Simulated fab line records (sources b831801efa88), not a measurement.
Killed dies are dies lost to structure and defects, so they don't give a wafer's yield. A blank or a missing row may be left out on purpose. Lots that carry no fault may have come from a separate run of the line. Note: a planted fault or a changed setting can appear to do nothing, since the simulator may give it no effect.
fab line records ; flow sky130
[record] lots = 14; wafers = 42; lastDay = 50
route steps=708 shown FIELD_ISO@2 NWELL@32
lots with no fault: from the same line, run without faults
startH: hours from the record's first day to the start of the lot's first wafer shown ; waitH: time in hours since the lot's previous step ; " unchanged from the row above ; L1.1+2: a single row standing in for several wafers ; - no value present, or no start provided ; * or withheld: withheld ; < > ~ a bound
route shown NAME@n: names a module that has steps shown in the file, with the first one's number in the route ; usual: mean and standard deviation over wafers with no fault ; same: alike in all rows ; chamber/n: place in a boat ; sites: per-site readings ; _std_site: their standard deviation ; _edge_site: mean of outer sites minus mean of inner sites ; radiusMm: how far each site lies from the wafer's centre ; mask NAME#n: copy n ; behind: the most recent tool/chamber to have shaped the wafer ; hold: why the lot was held/for how many hours/how that ended ; device: whichever transistor did not switch (one of n, p or np) ; end of line: tests run on the same wafers once the route is complete ; step lacking rows: just its recipe ; killed: the dies lost at the first sort to structure and to defects; this is not the yield of the wafer ; map: a wafer's dies, x killed, . not, _ none there
set.NAME: setting as actually run; set.NAME@STEP: the setting as run at that earlier step ; model.NAME: the simulator's own value behind a step, which no gauge read
a sample of lots followed through the steps of the route, with each step as a table and each wafer as a row
services: the hour from which a tool's chamber was out of use, counted from the record's first day as startH (under 0 if before that day), plus the number of hours and why
[[steps]]
[step SKY_FIELD_ISO_OXIDATION_01]
[recipe] tempC = 900; ambient = O2; stabiliseS = 600; purgeS = 300; targetThkA = 120; oxTimeS = 1843
[usual] oxTempC = 900.0/0.41; oxTempCMax = 904.6/0.97; spikeTcUpperC = 901.2/1; zonePowerBottomPct = 26.2/2.4
lot.wafer;tool;chamber;startH;waitH;oxTempC;oxTempCMax;spikeTcUpperC;zonePowerBottomPct
L744.1;furnace-02;0;16.03;1.0;900.2;904.6;899.9;24.0
L744.3;furnace-02;0;16.03;1.0;899.8;904.4;901.1;24.0
L744.4;furnace-02;0;16.03;1.0;900.1;903.8;901.6;23.8
L745.2;furnace-02;0;21.74;1.7;899.7;904.0;902.3;23.8
L745.5;furnace-02;0;21.74;1.7;899.5;903.9;900.2;24.3
L745.6;furnace-02;0;21.74;1.7;899.6;904.2;902.0;23.9
L746.1;furnace-01;0;26.41;1.4;900.0;904.6;901.4;29.0
L746.3;furnace-01;0;26.41;1.4;899.3;903.6;902.2;29.0
L746.6;furnace-01;0;26.41;1.4;899.5;904.3;901.1;29.0
L747.1;furnace-01;0;30.59;0.6;899.9;904.9;899.5;28.9
L747.3;furnace-01;0;30.59;0.6;899.8;904.2;903.3;29.0
L747.5;furnace-01;0;30.59;0.6;899.6;904.1;899.9;28.9
L748.2;furnace-02;0;35.12;0.1;899.8;903.3;900.7;24.3
L748.3;furnace-02;0;35.12;0.1;899.9;904.0;900.7;24.1
L748.4;furnace-02;0;35.12;0.1;899.9;904.8;901.5;23.9
L749.1;furnace-01;0;40.12;0.1;899.4;903.6;901.4;29.2
L749.2;furnace-01;0;40.12;0.1;899.3;903.9;901.2;29.6
L749.5;furnace-01;0;40.12;0.1;899.4;906.2;902.2;29.1
L750.2;furnace-02;0;45.91;0.9;899.9;904.4;901.7;24.1
L750.4;furnace-02;0;45.91;0.9;900.0;903.6;901.0;23.9
L750.5;furnace-02;0;45.91;0.9;900.4;904.6;899.8;24.4
L758.2;furnace-02;-;85.12;0.1;-;-;-;-
L758.3;furnace-02;-;85.12;0.1;-;-;-;-
L758.6;furnace-02;-;85.12;0.1;-;-;-;-
L759.2;furnace-02;-;90.73;0.7;-;-;-;-
L759.4;furnace-02;-;90.73;0.7;-;-;-;-
L759.5;furnace-02;-;90.73;0.7;-;-;-;-
L762.1;furnace-01;0;107.13;2.1;900.7;907.3;899.8;29.3
L762.2;furnace-01;0;107.13;2.1;899.9;905.3;902.9;29.0
L762.5;furnace-01;0;107.13;2.1;899.6;906.2;900.8;28.9
L763.3;furnace-02;0;110.12;0.1;900.2;904.0;901.5;23.7
L763.5;furnace-02;0;110.12;0.1;900.8;904.8;898.6;24.0
L763.6;furnace-02;0;110.12;0.1;900.0;904.6;901.5;24.1
L764.1;furnace-01;0;115.80;0.8;899.6;905.6;901.2;29.0
L764.3;furnace-01;0;115.80;0.8;900.6;905.1;903.0;29.6
L764.6;furnace-01;0;115.80;0.8;901.1;906.7;901.2;28.4
L765.1;furnace-02;0;120.98;1.0;901.1;905.7;899.9;24.3
L765.2;furnace-02;0;120.98;1.0;900.3;905.3;901.4;24.1
L765.4;furnace-02;0;120.98;1.0;900.4;903.6;900.6;24.6
L766.1;furnace-02;0;126.60;1.6;900.0;904.9;903.7;24.5
L766.2;furnace-02;0;126.60;1.6;899.2;903.1;900.6;24.4
L766.4;furnace-02;0;126.60;1.6;899.4;903.4;902.1;24.1
[step SKY_NWELL_CLEAN_00]
[recipe] chemistry = SC1/SC2; mix = 1:4:20; tempC = 70; timeS = 150; dry = n2Spin
lot.wafer;tool;chamber;startH;waitH
L744.1+3+4;wetBench-04;3;40.62;0.0
L745.2+5+6;wetBench-03;2;47.05;0.0
L746.1+3+6;wetBench-02;1;51.07;0.0
L747.1+3+5;wetBench-02;0;54.04;0.0
L748.2+3+4;wetBench-02;2;59.05;0.0
L749.1+2+5;wetBench-02;3;64.37;0.0
L750.2+4+5;wetBench-04;2;69.37;0.0
L762.1+2+5;wetBench-03;2;135.07;0.0
L763.3+5+6;wetBench-02;2;140.55;0.0
L764.1+3+6;wetBench-04;2;147.34;0.0
L765.1+2+4;wetBench-02;2;155.73;0.0
L766.1+2+4;wetBench-03;0;166.44;0.0
[[services]]
tool;chamber;startH;hours;kind
furnace-02;-;17.55;3.0;pm
furnace-01;-;86.28;3.5;pm
furnace-01;-;136.87;4.1;pm
[[key]]
[firstSign] step = SKY_FIELD_ISO_OXIDATION_01; reading = toolRecord; direction = missing
[effect] step = SKY_NWELL_CLEAN_00; reading = visit; direction = missing
metAt SKY_FIELD_ISO_OXIDATION_01
struckLots L758,L759
laterRowsLeftOut L758.2,L758.3,L758.6,L759.2,L759.4,L759.5
sortLeftOut L758.2,L758.3,L758.6,L759.2,L759.4,L759.5
testerLeftOut L758,L759
onsetBetween 45.91 85.12
[fault] kind = skippedStepWhole; tool = furnace-02; chamber = -; onsetH = 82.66; steps = SKY_FIELD_ISO_OXIDATION_01; scope = struckLotsOnly
// testerLeftOut: of these lots the tester's yield and bins aren't shown, on N5 and GAA mostly nor the transistor test; their killed dies are dies lost to structure and defects alone, not to doping, threshold or leakage, so they don't give the yield
// sortLeftOut: the simulated sort isn't trusted on such a fault, so these wafers' sort isn't shown, and their yield isn't known
// laterRowsLeftOut: the simulator's readings of these wafers behind a module that went badly wrong aren't trusted and aren't shown, but for the sort
